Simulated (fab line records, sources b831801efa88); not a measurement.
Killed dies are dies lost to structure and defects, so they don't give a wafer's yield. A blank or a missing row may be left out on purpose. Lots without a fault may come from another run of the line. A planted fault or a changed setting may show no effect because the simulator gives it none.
A struck lot beside a sound one | flow sky130 | 15 steps out of a route of 708
Sound: wafers L723.3, L723.4, L723.5. Struck: wafers L731.2, L731.4, L731.5. The cause comes at the end.
At each step with rows: each side's tool, then ch and its chambers, then its first start. Under that, the readings that differ: sound wafers | struck wafers | difference of the means | sigmas: that difference in standard deviations of wafers without a fault.
alike: readings whose means differ by less than 2 such deviations, and words and numbers that are the same on both sides. not compared: withheld readings, readings that some wafer has no value for, bounds like >300 that may hide the same value, and numbers for which the record gives no deviation and whose values overlap.
The two part at a step that has a row with sigmas, a row that says differs or no value, or rows on one side only. Numbers that don't overlap but have no deviation are shown without sigmas and don't part them. A reading that every wafer of one side lacks parts them only if that side has two wafers or more.

first, 6 steps without rows for these wafers: SKY_GATE_OXIDE_HMDS_04 (prime time 60 s); SKY_GATE_OXIDE_COAT_05 (resist thk 1140 nm); SKY_GATE_OXIDE_SOFTBAKE_06 (time 60 s); SKY_GATE_OXIDE_EXPOSE_07 (exposes mask LVOM, target cd 600 nm); SKY_GATE_OXIDE_PEB_08; SKY_GATE_OXIDE_DEVELOP_09 (develop time 60 s).
SKY_GATE_OXIDE_OVL_MEAS_10:
  sound on overlay-01, day 15 09:31; struck on overlay-01, day 17 23:51
  alike: GATE_OXIDE_OVL
then, 2 steps without rows for these wafers: SKY_GATE_OXIDE_IMPLANT_11; SKY_GATE_OXIDE_WET_ETCH_12 (etches SiO2 in dHF, target depth 16.8 nm, time 336 s).
SKY_GATE_OXIDE_STRIP_13: strips in O2/N2.
  sound on plasma_asher-04 ch 0,1, day 15 09:49; struck on plasma_asher-04 ch 1, day 18 00:14
  alike: drypump_motor_current_A, oes_product_au, strip_time_to_endpoint_s
  not compared: rf_hours_counter_h
SKY_GATE_OXIDE_TW_MEAS_14:
  sound on film_metro-01, day 15 09:55; struck on film_metro-03, day 18 00:20
  alike: GATE_OXIDE_TW
then, 1 step without rows for these wafers: SKY_GATE_OXIDE_CLEAN_15 (cleans in SC1/SC2, time 150 s).
SKY_GATE_OXIDE_OXIDATION_16: stabilise 600 s, purge 300 s, target thk 3.57 nm.
  sound on furnace-01 ch 0, day 15 10:14; struck on furnace-01 ch 0, day 18 00:27
  reading                                           | sound                | struck             | difference | sigmas
  spike_tc_bottom_C (C)                             | 814.8 814.7 814.0    | 832.0 831.8 833.4  | +17.9      | +13
  spike_tc_centre_C (C)                             | 799.8 801.4 801.4    | 818.8 820.0 820.3  | +18.8      | +20
  spike_tc_lower_C (C)                              | 801.2 797.6 799.3    | 818.4 816.4 817.9  | +18.2      | +19
  spike_tc_top_C (C)                                | 810.5 810.8 809.9    | 827.9 826.4 827.9  | +17.0      | +14
  spike_tc_upper_C (C)                              | 800.1 800.3 800.5    | 820.7 817.1 817.7  | +18.2      | +17
  tube_center_temp_C (C)                            | 799.93 799.93 799.88 | 818.22 818.2 818.2 | +18.29     | +99 or more
  tube_center_temp_C_max                            | 801.6 802.5 802.2    | 820.2 820.6 820.5  | +18.3      | +59
  model.SiO2_of_GATE_OXIDE_OXIDATION_01.thk_nm (nm) | 11.84 11.71 11.89    | 12.29 12.28 12.27  | +0.47      |
then, 1 step without rows for these wafers: SKY_POLY_GATE_CVD_00 (deposits poly-Si, target thk 180 nm, time 720 s).
-- the record jumps here: 31 days lie between the struck wafers' starts before and after (it left off in module POLY_GATE and takes up again in module PAD_OPEN, whose first step shown is number 708 of the route) --
SKY_PAD_OPEN_PROBE_99:
  sound on prober-02, day 46 22:05; struck on prober-02, day 48 15:15
  reading                                   | sound             | struck                                                                     | difference                   | sigmas
  hold                                      | - - -             | await_dispo/4.1h/release await_dispo/4.1h/release await_dispo/4.1h/release | no value on the sound wafers |
  model.etest.pfet_01v8.r_on_ohm_um         | 2865 2878 2864    | 3197 3219 3115                                                             | +308                         |
  model.etest.pfet_g5v0d10v5.r_on_ohm_um    | 4661 4732 4708    | 4946 4928 4900                                                             | +224                         |
  model.etest.tip_sonos.rs_ohm_sq           | 2566 2597 2581    | 2794 2776 2765                                                             | +197                         |
  model.etest.nfet_01v8.r_on_ohm_um         | 835 850.5 840.4   | 921.9 923.5 936.4                                                          | +85.3                        |
  model.etest.nfet_01v8_lvt.drive_ua_um     | 570.8 563.7 566.5 | 499.9 496.5 497.9                                                          | -68.9                        |
  model.etest.nfet_01v8_swapped.drive_ua_um | 492.1 492.9 500.2 | 432.4 429.6 432                                                            | -63.7                        |
  model.etest.nfet_01v8_turned.drive_ua_um  | 495 490.3 497     | 432.2 425.7 429.6                                                          | -64.9                        |
  alike: killed_at_M0_to_M3, killed_at_M4_up, killed_at_contacts, killed_at_front_end, killed_at_other, killed_dies, killed_open, killed_short
  not compared: model.etest.nfet_16v.r_on_ohm_um

WHERE THEY PART
First at SKY_GATE_OXIDE_OXIDATION_16; last, within this record, at SKY_PAD_OPEN_PROBE_99.

WHY: what the simulator had put in
Process parameter drift: furnace-01, from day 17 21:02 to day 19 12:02, at SKY_GATE_OXIDE_OXIDATION_16. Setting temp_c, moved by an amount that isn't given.
